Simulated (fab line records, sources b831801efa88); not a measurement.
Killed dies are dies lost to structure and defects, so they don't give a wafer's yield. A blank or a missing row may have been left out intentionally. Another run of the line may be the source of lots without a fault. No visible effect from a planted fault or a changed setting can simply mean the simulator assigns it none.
Code-filled problem report in 8D (eight disciplines) form / flow sky130 / the parts of the form that need people (team, actions taken, sign-off) are left out

## 1. PROBLEM STATEMENT
Wafers free of any fault read 1436 (standard deviation 7) for LDD_HVN_TW at SKY_LDD_HVN_TW_MEAS_10, against a mean of 1402 on 6 wafers of 2 lots. Measured from the usual mean, that is -4.8 standard deviations.
Earliest sighting: wafer L238.1 on film_metro-01 at day 23 14:30. At this step, 33 wafers from 11 lots have a number in the record. By rule, "out" or "out of limits" means more than 4 standard deviations away from the usual mean. All remaining wafers that have a number are taken as sound.

## 2. WHAT THIS IS AND IS NOT
question=which readings at this step | is=LDD_HVN_TW | is not=-
question=which lots | is=L238, L239 | is not=L230, L233, L236, L246, L247, L249, L251, L252, L253
question=which wafers of those lots | is=all that have a number | is not=-
question=read on which gauges | is=film_metro-01, film_metro-02 | is not=film_metro-03
question=when | is=from day 23 14:30 | is not=up to then (9 sound wafers); but 18 sound wafers of L246, L247, L249, L251, L252, L253 came after

## 3. WHAT RULES OUT EACH SUSPECT
Counting: a tool at a process step up to the reading stays a suspect if it ran every lot that is out and no sound lot after the first of them.
- the gauge at SKY_LDD_HVN_TW_MEAS_10: ruled out. 2 gauges (film_metro-01, film_metro-02) read the wafers that are out.
- implanter-03 at SKY_LDD_HVN_IMPLANT_08: ruled out as a lasting fault. The sound lots L253 went through it after L238, its earliest lot that is out (day 23 14:15).
Left after counting: nothing in the record.

## 4. THE CAUSE (what the simulator had put in)
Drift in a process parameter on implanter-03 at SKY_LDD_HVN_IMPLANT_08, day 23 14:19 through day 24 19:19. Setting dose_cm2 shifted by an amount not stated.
It was ruled out by counting, in error; the rule expects a fault to strike all lots run on its tool from its start on, and this fault did not.

## 5. THE CHAIN OF EFFECTS, in route order
Each row: a reading whose mean over the struck wafers that have a number lies more than 3 standard deviations from the usual. Only readings whose record carries a usual standard deviation are examined. hours: median over the lots of the time between each lot's start at the first step of this table that gives one and its start at this step. sigmas: the change, counted in usual standard deviations.
hours=0; step=SKY_LDD_HVN_IMPLANT_08; reading=dose_ions_cm2; usual=3e+13; on struck wafers=3e+13; change=-2e+12; sigmas=-84
hours=0; step=SKY_LDD_HVN_IMPLANT_08; reading=faraday_current_uA; usual=169; on struck wafers=154; change=-16; sigmas=-4.3
hours=0; step=SKY_LDD_HVN_TW_MEAS_10; reading=LDD_HVN_TW; usual=1436; on struck wafers=1402; change=-34; sigmas=-4.8
Here are the process steps it includes:
- SKY_LDD_HVN_IMPLANT_08

## 6. HOW IT WOULD HAVE BEEN CAUGHT EARLIER
0 hours passed between the start of the fault at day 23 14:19 and the first reading out of limits at a measuring or inspecting step in this record, taken at day 23 14:30.
The tool's own readings at SKY_LDD_HVN_IMPLANT_08 were out on every struck wafer that the step has a row for (dose_ions_cm2): an alarm limit on them would have fired on the first of those.
